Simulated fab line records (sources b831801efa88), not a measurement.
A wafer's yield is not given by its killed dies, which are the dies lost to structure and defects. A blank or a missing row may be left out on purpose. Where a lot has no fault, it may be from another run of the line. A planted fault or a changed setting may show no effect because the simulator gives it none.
Which of the tools did it? ; flow gf180mcu ; 13 lots with 39 wafers sampled at 4 steps, on a route of 602 steps

## WHAT THE GAUGES READ, wafer by wafer
GF_M4_THK_MEAS_06: measures by xrf. Usual: M4_ALCU_THK 445 nm, standard deviation 6.2.
lot;measured;on;M4_ALCU_THK (nm);flag
L642;day 22 00:26;film-metro-01;436 436 441;
L643;day 22 09:19;film-metro-02;441 441 437;
L645;day 23 08:36;film-metro-02;449 451 448;
L646;day 23 19:19;film-metro-02;450 450 449;
L647;day 23 22:59;film-metro-01;447 452 449;
L648;day 24 11:27;film-metro-01;445 439 446;
L649;day 25 07:29;film-metro-04;451 454 455;
L653;day 27 00:49;film-metro-01;443 443 447;
L657;day 27 21:01;film-metro-01;446 445 443;
L656;day 28 02:20;film-metro-01;433 435 432;
L662;day 28 18:08;film-metro-02;450 441 445;
L661;day 29 00:02;film-metro-02;440 440 448;
L663;day 29 07:28;film-metro-01;444 442 440;

GF_TOP_METAL_RS_MEAS_05: uses a four-point probe to measure. Usual: TOP_METAL_ALCU_RS 0.0334 ohm/sq, standard deviation 0.00032.
lot;measured;on;TOP_METAL_ALCU_RS (ohm/sq);flag
L642;day 26 21:19;film-metro-01;0.0332 0.0335 0.0333;
L643;day 27 05:25;film-metro-04;0.0331 0.0331 0.0332;
L645;day 28 01:52;film-metro-04;0.0333 0.0331 0.0329;
L646;day 28 11:11;film-metro-02;0.0334 0.0329 0.0332;
L647;day 28 13:16;film-metro-02;0.0332 0.0334 0.0333;
L648;day 29 00:59;film-metro-01;0.0335 0.0331 0.0331;
L649;day 29 17:48;film-metro-01;0.0340 0.0339 0.0338;
L653;day 31 07:01;film-metro-04;0.0338 0.0337 0.0336;
L657;day 32 00:08;film-metro-01;0.0334 0.0337 0.0333;
L656;day 32 04:25;film-metro-02;0.0338 0.0335 0.0336;
L662;day 32 18:52;film-metro-01;0.0336 0.0336 0.0336;
L661;day 32 22:28;film-metro-01;0.0337 0.0338 0.0339;
L663;day 33 04:45;film-metro-01;0.0330 0.0333 0.0331;

## EACH LOT AND THE TOOL THAT RAN IT (in order: tool; ch and the chambers of the sampled wafers; start)
lot;GF_V3_STRIP_18;GF_M4_SPUTTER_04
L642;plasma-asher-04 ch 0,1, day 21 22:52;pvd-sputter-03, day 22 00:16
L643;plasma-asher-04 ch 0,1, day 22 07:40;pvd-sputter-02, day 22 09:09
L645;plasma-asher-04 ch 0,1, day 23 07:01;pvd-sputter-01, day 23 08:25
L646;plasma-asher-04 ch 0,1, day 23 17:43;pvd-sputter-02, day 23 19:09
L647;plasma-asher-04 ch 0,1, day 23 21:26;pvd-sputter-02, day 23 22:49
L648;plasma-asher-03 ch 0,1, day 24 09:52;pvd-sputter-02, day 24 11:18
L649;plasma-asher-04 ch 0,1, day 25 05:55;pvd-sputter-01, day 25 07:19
L653;plasma-asher-04 ch 0,1, day 26 23:10;pvd-sputter-02, day 27 00:40
L657;plasma-asher-04 ch 0,1, day 27 19:26;pvd-sputter-01, day 27 20:51
L656;plasma-asher-01 ch 0,1, day 28 00:45;pvd-sputter-03, day 28 02:09
L662;plasma-asher-01 ch 0,1, day 28 16:34;pvd-sputter-03, day 28 17:59
L661;plasma-asher-03 ch 0,1, day 28 22:26;pvd-sputter-01, day 28 23:53
L663;plasma-asher-03 ch 0,1, day 29 05:53;pvd-sputter-03, day 29 07:19
- GF_V3_STRIP_18: strips in O2/N2.
- GF_M4_SPUTTER_04: material TiN, target thk 50 nm, time 41.7 s.

## WHAT THE TOOLS THEMSELVES READ (means of the sampled wafers that have a number; where no wafer has one, the mark that the record gives instead)
GF_V3_STRIP_18. Usual: drypump-motor-current-A 5.7 A, standard deviation 0.47; heater-power-w 320 W, standard deviation 24; o2-flow-sccm 2999 sccm, standard deviation 7.9; oes-product-au 0.591 a.u., standard deviation 0.0046.
lot;tool;drypump-motor-current-A (A);heater-power-w (W);o2-flow-sccm (sccm);oes-product-au (a.u.);flag
L642;plasma-asher-04;5.6;317;2994;0.592;
L643;plasma-asher-04;5.4;324;2999;0.593;
L645;plasma-asher-04;5.6;326;3000;0.591;
L646;plasma-asher-04;5.6;324;3006;0.589;
L647;plasma-asher-04;5.6;326;3001;0.591;
L648;plasma-asher-03;5.9;299;2993;0.594;
L649;plasma-asher-04;5.4;326;2998;0.593;
L653;plasma-asher-04;5.4;323;2998;0.592;
L657;plasma-asher-04;5.4;324;2996;0.592;
L656;plasma-asher-01;5.4;333;3001;0.588;
L662;plasma-asher-01;5.5;358;3003;0.588;
L661;plasma-asher-03;5.9;296;2996;0.585;
L663;plasma-asher-03;5.9;299;3010;0.591;

GF_M4_SPUTTER_04. Usual: throttle-valve-pct 29.8 %, standard deviation 0.94.
lot;tool;throttle-valve-pct (%);flag
L642;pvd-sputter-03;29.6;
L643;pvd-sputter-02;29.9;
L645;pvd-sputter-01;29.8;
L646;pvd-sputter-02;29.1;
L647;pvd-sputter-02;29.2;
L648;pvd-sputter-02;29.8;
L649;pvd-sputter-01;30.6;
L653;pvd-sputter-02;29.9;
L657;pvd-sputter-01;30.2;
L656;pvd-sputter-03;29.0;
L662;pvd-sputter-03;30.2;
L661;pvd-sputter-01;30.6;
L663;pvd-sputter-03;28.7;

## THE ANSWER, worked out from the rows above alone
Rule: a lot counts as off when the mean over its wafers that have a number is more than 3 standard deviations away from the usual mean. A lot without any number at a reading at which 4 lots or more have one is off too. The other lots that the step has rows for count as sound. Order of review: gauges by route order, followed by the tools' own readings, for which a lot's mean as printed above is used. The first step at which some lot is off is used, and at that step the reading that is off furthest; a lot without a number counts as furthest.
Nothing can be told from this: no lot is off at any reading shown.

## WHAT THE SIMULATOR HAD INSERTED
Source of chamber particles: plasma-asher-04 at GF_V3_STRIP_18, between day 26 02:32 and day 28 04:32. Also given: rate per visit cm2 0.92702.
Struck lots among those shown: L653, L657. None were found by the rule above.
